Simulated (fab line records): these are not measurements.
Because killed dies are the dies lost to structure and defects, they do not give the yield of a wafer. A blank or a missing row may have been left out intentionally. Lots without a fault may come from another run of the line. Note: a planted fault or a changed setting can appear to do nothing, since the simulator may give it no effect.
The same fault as seen by 2 desks | flow gf180mcu | only its own numbers are on each desk; what lay behind them is given at the end

THE METROLOGY DESK
What the gauges read, lot by lot, whatever tool the lot ran on: means of the sampled wafers that have a number. A lot is out of limits, marked OUT, if its mean lies more than 4 standard deviations from the usual mean; the brackets give that distance.
Columns: A = NWELL_RS at GF_VT_IMPLANT_RS_MEAS_47, usual 488.0 ohm/sq; B = HV_LDD_03_OVL at GF_HV_LDD_OVL_MEAS_47, usual -0.7 nm; C = HV_LDD_CVD_56_THK at GF_HV_LDD_THK_MEAS_57, usual 90.2 nm
lot  | first seen here | A     | B    | C
L358 | day 7 13:43     | 489.6 | 1.2  | 90.7
L359 | day 8 00:02     | 487.8 | 0.3  | 90.3
L360 | day 8 04:22     | 487.6 | -2.4 | 89.7
L363 | day 9 02:45     | 486.1 | -1.3 | 103.7 (+14) OUT
L364 | day 9 05:00     | 487.8 | -0.6 | 104.7 (+15) OUT
L365 | day 9 22:38     | 489.4 | -2.5 | 91.4
L373 | day 11 23:47    | 488.6 | -1.7 | 89.9
L375 | day 12 11:19    | 484.8 | 1.8  | 88.7
L376 | day 12 20:34    | 488.4 | 1.2  | 88.8
L378 | day 13 07:30    | 487.4 | -0.5 | 89.5
L380 | day 13 22:03    | 486.0 | -2.3 | 89.0
L381 | day 14 03:34    | 486.9 | -1.3 | 89.6
This desk's result: L363, L364 out of limits, first on L363 (HV_LDD_CVD_56_THK at GF_HV_LDD_THK_MEAS_57), day 14 12:22. L358, L359, L360, L365, L373, L375, L376, L378, L380, L381 stayed within limits.

AT THE TOOL OWNER'S DESK: lpcvd-01
The tool's own readings at GF_HV_LDD_CVD_56 (deposits Si3N4 from DCS/NH3, target thk 90 nm, time 1543 s): means of the sampled wafers that have a number, for each lot that ran on this tool. A lot is out of limits, marked OUT, if its mean lies more than 4 standard deviations from the usual mean; the brackets give that distance.
Columns: A = susceptor_temp_C at GF_HV_LDD_CVD_56, usual 770.0 C
lot  | first seen here | A
L358 | day 12 11:42    | 770.0
L363 | day 14 10:12    | 770.1
L364 | day 14 13:13    | 769.8
L373 | day 17 18:22    | 770.0
L376 | day 18 22:39    | 769.9
L378 | day 19 10:16    | 769.7
L380 | day 20 02:27    | 770.0
L381 | day 20 08:49    | 769.5
This desk found nothing out of limits on any of the 8 lots.

BROUGHT TOGETHER
L363, L364 would have let the metrology desk raise an alarm at day 14 12:22.
The tool owner's desk saw nothing out of limits.
Tool owner's desk: L363, L364 on record, inside its limits.
The lots listed all ran GF_HV_LDD_CVD_56 on lpcvd-01.

WHAT THE SIMULATOR HAD INSERTED
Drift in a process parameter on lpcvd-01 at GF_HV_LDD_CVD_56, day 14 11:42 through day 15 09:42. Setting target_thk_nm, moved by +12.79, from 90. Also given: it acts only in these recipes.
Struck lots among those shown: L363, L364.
Hours from the fault's start to each desk's first reading out of limits: the metrology desk, 1.
